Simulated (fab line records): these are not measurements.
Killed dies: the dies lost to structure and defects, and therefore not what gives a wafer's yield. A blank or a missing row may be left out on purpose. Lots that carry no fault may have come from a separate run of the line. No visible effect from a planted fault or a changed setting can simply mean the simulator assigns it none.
Matching of chambers || flow sky130 || rie diel-04 running SKY_VIA2_ETCH_15: 4 sister chambers
The step etches SiO2 in C4F8/O2/Ar, stops on TiN, target depth 546 nm, time 84 s. 22 wafers are shown with their chamber, then 11 later ones without.

## WAFERS, EACH WITH ITS CHAMBER
{"wafer": "L074.1", "chamber": 2, "oes product au (a.u.)": 0.939}
{"wafer": "L074.2", "chamber": 3, "oes product au (a.u.)": 0.936}
{"wafer": "L074.4", "chamber": 1, "oes product au (a.u.)": 0.934}
{"wafer": "L077.1", "chamber": 3, "oes product au (a.u.)": 0.942}
{"wafer": "L077.3", "chamber": 0, "oes product au (a.u.)": 0.940}
{"wafer": "L077.6", "chamber": 0, "oes product au (a.u.)": 0.945}
{"wafer": "L081.2", "chamber": 2, "oes product au (a.u.)": 0.937}
{"wafer": "L081.4", "chamber": 1, "oes product au (a.u.)": 0.933}
{"wafer": "L081.6", "chamber": 2, "oes product au (a.u.)": 0.938}
{"wafer": "L084.1", "chamber": 0, "oes product au (a.u.)": 0.935}
{"wafer": "L084.4", "chamber": 3, "oes product au (a.u.)": 0.945}
{"wafer": "L084.6", "chamber": 2, "oes product au (a.u.)": 0.942}
{"wafer": "L088.1", "chamber": 1, "oes product au (a.u.)": 0.935}
{"wafer": "L088.2", "chamber": 0, "oes product au (a.u.)": 0.940}
{"wafer": "L088.4", "chamber": 2, "oes product au (a.u.)": 0.936}
{"wafer": "L089.1", "chamber": 2, "oes product au (a.u.)": 0.936}
{"wafer": "L089.2", "chamber": 0, "oes product au (a.u.)": 0.940}
{"wafer": "L089.5", "chamber": 2, "oes product au (a.u.)": 0.946}
{"wafer": "L090.2", "chamber": 2, "oes product au (a.u.)": 0.945}
{"wafer": "L090.4", "chamber": 1, "oes product au (a.u.)": 0.944}
{"wafer": "L090.5", "chamber": 0, "oes product au (a.u.)": 0.938}
{"wafer": "L091.1", "chamber": 1, "oes product au (a.u.)": 0.933}

SIGNATURES, as means of the wafers listed above
{"reading": "oes product au", "chamber 0": 0.93967, "chamber 1": 0.93580, "chamber 2": 0.93988, "chamber 3": 0.94100, "scatter within a chamber": 0.00403}
Rule: for each reading, subtract the chamber's mean from the wafer's reading, divide by that reading's scatter and square the result; add these up over the readings and take the root, which gives the wafer's distance from the chamber. The wafer belongs to the nearest chamber; if the next one is less than 2 further off, it can't be placed. The scatter: the root of (the sum of the squares of (reading less its chamber's mean) over the shown wafers, divided by (wafers less chambers)).

## WAFERS WHOSE CHAMBER IS MISSING
{"wafer": "L091.4", "oes product au (a.u.)": 0.941}
{"wafer": "L091.5", "oes product au (a.u.)": 0.948}
{"wafer": "L092.1", "oes product au (a.u.)": 0.942}
{"wafer": "L092.3", "oes product au (a.u.)": 0.938}
{"wafer": "L092.4", "oes product au (a.u.)": 0.942}
{"wafer": "L093.1", "oes product au (a.u.)": 0.939}
{"wafer": "L093.2", "oes product au (a.u.)": 0.929}
{"wafer": "L093.6", "oes product au (a.u.)": 0.936}
{"wafer": "L097.2", "oes product au (a.u.)": 0.937}
{"wafer": "L097.5", "oes product au (a.u.)": 0.941}
{"wafer": "L097.6", "oes product au (a.u.)": 0.943}

## WHICH CHAMBER EACH ONE RAN IN
{"wafer": "L091.4", "from the rows above": "can't be placed: 3 or 2 or 0 or 1", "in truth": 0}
{"wafer": "L091.5", "from the rows above": "can't be placed: 3 or 2 or 0 or 1", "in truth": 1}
{"wafer": "L092.1", "from the rows above": "can't be placed: 3 or 2 or 0 or 1", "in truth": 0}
{"wafer": "L092.3", "from the rows above": "can't be placed: 0 or 2 or 1 or 3", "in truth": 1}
{"wafer": "L092.4", "from the rows above": "can't be placed: 3 or 2 or 0 or 1", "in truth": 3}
{"wafer": "L093.1", "from the rows above": "can't be placed: 0 or 2 or 3 or 1", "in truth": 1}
{"wafer": "L093.2", "from the rows above": "can't be placed: 1 or 0 or 2 or 3", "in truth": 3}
{"wafer": "L093.6", "from the rows above": "can't be placed: 1 or 0 or 2 or 3", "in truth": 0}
{"wafer": "L097.2", "from the rows above": "can't be placed: 1 or 0 or 2 or 3", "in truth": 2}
{"wafer": "L097.5", "from the rows above": "can't be placed: 3 or 2 or 0 or 1", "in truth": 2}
{"wafer": "L097.6", "from the rows above": "can't be placed: 3 or 2 or 0 or 1", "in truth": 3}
Correctly placed: 0 of 11. These rows do not allow placing 11 (true chamber among the candidates in 11). Wrongly placed: 0.
